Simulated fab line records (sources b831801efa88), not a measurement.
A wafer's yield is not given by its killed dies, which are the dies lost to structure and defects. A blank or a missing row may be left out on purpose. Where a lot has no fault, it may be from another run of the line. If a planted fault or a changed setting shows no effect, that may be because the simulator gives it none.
8D (eight disciplines) problem report, filled in by code -- flow gf180mcu -- the parts of the form that need people (team, actions taken, sign-off) are left out

## 1. WHAT WENT WRONG
Mean of developerTempC at GF_VT_IMPLANT_DEVELOP_28: 22.06 C across 6 wafers in 2 lots; on wafers with no fault it is 23.01 C (standard deviation 0.097). Measured from the usual mean, that is -9.8 standard deviations.
The step: develop time 60 s.
First observed at day 9 15:13: wafer L386.1, on lithoTrack-03. The record holds 42 wafers of 14 lots with a number at this step. Rule for "out" (also "out of limits"): further than 4 standard deviations from the usual mean. The other wafers with a number count as sound.

## 2. WHAT IT IS, AND WHAT IT ISN'T
question,is,is not
which readings at this step,developerTempC,-
which lots,"L386, L387","L377, L378, L379, L380, L381, L382, L385, L393, L395, L398, L399, L400"
which wafers of those lots,all that have a number,-
read on which tools,lithoTrack-03,"lithoTrack-02, lithoTrack-04"
when,from day 9 15:13,"up to then (21 sound wafers); but 15 sound wafers of L393, L395, L398, L399, L400 came after"

## 3. SUSPECTS, AND WHAT RULES EACH OUT
Counting: a tool at any process step up to the reading remains a suspect when it ran all the lots that are out and ran no sound lot after the first of those.
- lithoTrack-03 at GF_VT_IMPLANT_DEVELOP_28 (develop time 60 s): kept. It processed each lot that is out, first L386 at day 9 15:13, and no sound lot thereafter; up to then, the last sound lot it processed was L385 at day 9 03:46. Its own developerTempC readings are out on those wafers.
Left after counting: lithoTrack-03 at GF_VT_IMPLANT_DEVELOP_28.

## 4. THE CAUSE (what the simulator had put in)
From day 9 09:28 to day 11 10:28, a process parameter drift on lithoTrack-03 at GF_VT_IMPLANT_DEVELOP_28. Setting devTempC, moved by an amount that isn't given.
Counting left only this tool.

## 5. SEQUENCE OF EFFECTS, ordered by route
One row per reading whose mean, taken over the struck wafers that have a number, lies over 3 standard deviations from the usual. Readings are gone through only where the record gives a usual standard deviation; hours: the median, over the lots, of the time from a lot's start at the first step in this table giving one to that lot's start at this step; sigmas: the change measured in usual standard deviations.
hours,step,reading,usual,on struck wafers,change,sigmas
0,GF_VT_IMPLANT_DEVELOP_28,developerTempC,23.01 C,22.06,-0.95,-9.8
It contains these process steps:
- GF_VT_IMPLANT_DEVELOP_28: develop time 60 s.
Later steps that measure or inspect, where all struck wafers having a row at the step show a number for every such reading and not one has moved that far: GF_V2_CD_MEAS_14.

## 6. HOW IT WOULD HAVE BEEN CAUGHT EARLIER
6 hours passed between the start of the fault at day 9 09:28 and the first reading out of limits in this record, taken at day 9 15:13.
